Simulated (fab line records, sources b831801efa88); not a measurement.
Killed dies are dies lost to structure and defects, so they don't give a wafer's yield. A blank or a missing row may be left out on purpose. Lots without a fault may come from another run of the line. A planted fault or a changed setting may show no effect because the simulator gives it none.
Which tool did it? | flow sky130 | 15 lots, 45 wafers sampled, at 4 steps of a route of 708

WHAT THE GAUGES READ, wafer by wafer
The record holds no reading of a measuring or inspecting step that can be judged against a usual standard deviation.

WHICH TOOL RAN EACH LOT (tool, then ch and the chambers of the sampled wafers, then the start)
lot  | SKY_METAL2_METAL_ETCH_19          | SKY_METAL2_STRIP_20                  | SKY_VIA2_ETCH_15                   | SKY_VIA3_PEB_10
L489 | rie_metal-01 ch 0,1, day 35 17:59 | plasma_asher-01 ch 0,1, day 35 18:05 | rie_diel-04 ch 2,3, day 36 21:23   | litho_track-01 ch 0, day 40 02:00
L490 | rie_metal-03 ch 0,1, day 36 01:10 | plasma_asher-02 ch 0,1, day 36 01:16 | rie_diel-02 ch 0,2, day 37 04:32   | litho_track-02 ch 0, day 40 08:00
L491 | rie_metal-02 ch 0,1, day 36 02:43 | plasma_asher-01 ch 0,1, day 36 02:49 | rie_diel-02 ch 1,2, day 37 06:12   | litho_track-02 ch 0, day 40 09:00
L492 | rie_metal-03 ch 0,1, day 36 07:49 | plasma_asher-03 ch 0,1, day 36 07:55 | rie_diel-03 ch 1,2,3, day 37 10:08 | litho_track-01 ch 0, day 40 14:00
L495 | rie_metal-02 ch 0,1, day 37 16:22 | plasma_asher-02 ch 0,1, day 37 16:28 | rie_diel-03 ch 0,1,3, day 38 18:45 | litho_track-02, day 41 21:00
L496 | rie_metal-01 ch 0,1, day 38 02:10 | plasma_asher-03 ch 0,1, day 38 02:16 | rie_diel-03 ch 1,2, day 39 04:59   | litho_track-04, day 42 08:00
L498 | rie_metal-03 ch 0,1, day 38 14:14 | plasma_asher-03 ch 0,1, day 38 14:19 | rie_diel-02 ch 0,1, day 39 15:12   | litho_track-02, day 42 16:00
L497 | rie_metal-02 ch 0,1, day 38 20:20 | plasma_asher-01 ch 0,1, day 38 20:26 | rie_diel-03 ch 0,1,3, day 39 22:12 | litho_track-01 ch 0, day 42 21:00
L501 | rie_metal-02 ch 0,1, day 39 14:16 | plasma_asher-03 ch 0,1, day 39 14:22 | rie_diel-02 ch 2,3, day 40 15:18   | litho_track-01 ch 0, day 43 15:00
L502 | rie_metal-03 ch 0,1, day 39 20:19 | plasma_asher-01 ch 0,1, day 39 20:25 | rie_diel-03 ch 1,2,3, day 40 21:03 | litho_track-04 ch 0, day 43 18:00
L503 | rie_metal-02 ch 0, day 39 21:53   | plasma_asher-02 ch 0,1, day 39 21:58 | rie_diel-04 ch 1,2, day 40 22:41   | litho_track-04 ch 0, day 43 21:00
L506 | rie_metal-03 ch 0,1, day 40 15:14 | plasma_asher-02 ch 0,1, day 40 15:19 | rie_diel-03 ch 0,1,2, day 41 16:05 | litho_track-04 ch 0, day 44 16:00
L508 | rie_metal-03 ch 0,1, day 41 02:59 | plasma_asher-02 ch 0,1, day 41 03:05 | rie_diel-03 ch 0,1,3, day 42 04:27 | litho_track-01 ch 0, day 45 02:00
L509 | rie_metal-01 ch 0, day 41 09:38   | plasma_asher-02 ch 0,1, day 41 09:44 | rie_diel-04 ch 1,2,3, day 42 10:45 | litho_track-04 ch 0, day 45 10:00
L511 | rie_metal-03 ch 0,1, day 42 02:02 | plasma_asher-02 ch 0,1, day 42 02:08 | rie_diel-02 ch 0,1,3, day 43 00:40 | litho_track-04 ch 0, day 45 23:00
- SKY_METAL2_METAL_ETCH_19: etches the open film in Cl2/BCl3, stops on SiO2, target depth 360 nm, time 78 s.
- SKY_METAL2_STRIP_20: strips in O2/N2.
- SKY_VIA2_ETCH_15: etches SiO2 in C4F8/O2/Ar, stops on TiN, target depth 546 nm, time 84 s.
- SKY_VIA3_PEB_10

WHAT THE TOOLS THEMSELVES READ (means of the sampled wafers that have a number; where no wafer has one, the mark that the record gives instead)
SKY_METAL2_METAL_ETCH_19.
lot  | tool         | drypump_motor_current_A (A) | mfc_cl2_sccm (sccm) | oes_product_au (a.u.) | throttle_valve_pct (%)
L489 | rie_metal-01 | 5.9                         | 59.90               | 0.856                 | 22.263
L490 | rie_metal-03 | 6.3                         | 59.82               | 0.859                 | 22.260
L491 | rie_metal-02 | 5.8                         | 60.18               | 0.860                 | 22.266
L492 | rie_metal-03 | 6.4                         | 59.96               | 0.855                 | 22.266
L495 | rie_metal-02 | 6.0                         | 59.89               | 0.854                 | 22.264
L496 | rie_metal-01 | 5.9                         | 60.03               | 0.854                 | 22.266
L498 | rie_metal-03 | 6.3                         | 59.98               | 0.849                 | 22.265
L497 | rie_metal-02 | 6.0                         | 59.95               | 0.857                 | 22.265
L501 | rie_metal-02 | 6.1                         | 60.26               | 0.847                 | 22.270
L502 | rie_metal-03 | 6.3                         | 60.13               | 0.865                 | 22.271
L503 | rie_metal-02 | 6.2                         | 60.21               | 0.858                 | 22.265
L506 | rie_metal-03 | 6.3                         | 60.11               | 0.858                 | 22.264
L508 | rie_metal-03 | 6.4                         | 60.19               | 0.856                 | 22.264
L509 | rie_metal-01 | 5.7                         | 59.81               | 0.849                 | 22.261
L511 | rie_metal-03 | 6.4                         | 60.02               | 0.857                 | 22.263

SKY_METAL2_STRIP_20.
lot  | tool            | drypump_motor_current_A (A) | oes_product_au (a.u.) | strip_time_to_endpoint_s (s)
L489 | plasma_asher-01 | 5.5                         | 0.340                 | 2.65
L490 | plasma_asher-02 | 5.9                         | 0.347                 | 2.67
L491 | plasma_asher-01 | 5.1                         | 0.342                 | 2.71
L492 | plasma_asher-03 | 5.3                         | 0.344                 | 2.63
L495 | plasma_asher-02 | 6.0                         | 0.341                 | 2.67
L496 | plasma_asher-03 | 5.2                         | 0.346                 | 2.68
L498 | plasma_asher-03 | 5.2                         | 0.342                 | 2.74
L497 | plasma_asher-01 | 5.4                         | 0.340                 | 2.72
L501 | plasma_asher-03 | 5.2                         | 0.345                 | 2.71
L502 | plasma_asher-01 | 5.5                         | 0.338                 | 2.70
L503 | plasma_asher-02 | 5.9                         | 0.343                 | 2.75
L506 | plasma_asher-02 | 5.9                         | 0.346                 | 2.70
L508 | plasma_asher-02 | 5.9                         | 0.338                 | 2.68
L509 | plasma_asher-02 | 5.9                         | 0.344                 | 2.69
L511 | plasma_asher-02 | 5.9                         | 0.338                 | 2.64

SKY_VIA2_ETCH_15.
lot  | tool        | oes_product_au (a.u.)
L489 | rie_diel-04 | 0.941
L490 | rie_diel-02 | 0.933
L491 | rie_diel-02 | 0.932
L492 | rie_diel-03 | 0.936
L495 | rie_diel-03 | 0.939
L496 | rie_diel-03 | 0.941
L498 | rie_diel-02 | 0.939
L497 | rie_diel-03 | 0.937
L501 | rie_diel-02 | 0.941
L502 | rie_diel-03 | 0.941
L503 | rie_diel-04 | 0.940
L506 | rie_diel-03 | 0.937
L508 | rie_diel-03 | 0.939
L509 | rie_diel-04 | 0.941
L511 | rie_diel-02 | 0.938

SKY_VIA3_PEB_10.
lot  | tool           | exhaust_pa (Pa)
L489 | litho_track-01 | 45.3
L490 | litho_track-02 | 45.1
L491 | litho_track-02 | 45.0
L492 | litho_track-01 | 44.1
L495 | litho_track-02 | -
L496 | litho_track-04 | -
L498 | litho_track-02 | -
L497 | litho_track-01 | 45.6
L501 | litho_track-01 | 46.0
L502 | litho_track-04 | 44.1
L503 | litho_track-04 | 44.8
L506 | litho_track-04 | 44.7
L508 | litho_track-01 | 45.3
L509 | litho_track-04 | 44.5
L511 | litho_track-04 | 45.4

THE ANSWER, worked out from the rows above alone
Rule: what is usual is taken from the lots themselves. Put in order of their means at a reading, lots are off if they are a third of the lots or fewer, leave a main group of 4 or more, and stand apart from it by a gap of 3 or more times the standard deviation of the main group's means; of several such gaps the widest counts. A main group whose means are all the same, to the digits that the tables above print for the reading, isn't used. A lot without any number at a reading at which 4 lots or more have one is off too. The other lots that the step has rows for count as sound. The gauges are gone through in route order, then the tools' own readings, and for those a lot's mean is taken as printed above. The first step at which some lot is off is used, and at that step the reading that is off furthest; a lot without a number counts as furthest.
Off: L495, L496, L498, at SKY_VIA3_PEB_10 (exhaust_pa). Without a number there: L495, L496, L498. The main group: mean 45.0 Pa, standard deviation 0.56.
A tool fits if, at that step or a process step before it, it ran every lot that is off, and no sound lot after the first of them. None of those tried fits.

WHAT THE SIMULATOR HAD PUT IN
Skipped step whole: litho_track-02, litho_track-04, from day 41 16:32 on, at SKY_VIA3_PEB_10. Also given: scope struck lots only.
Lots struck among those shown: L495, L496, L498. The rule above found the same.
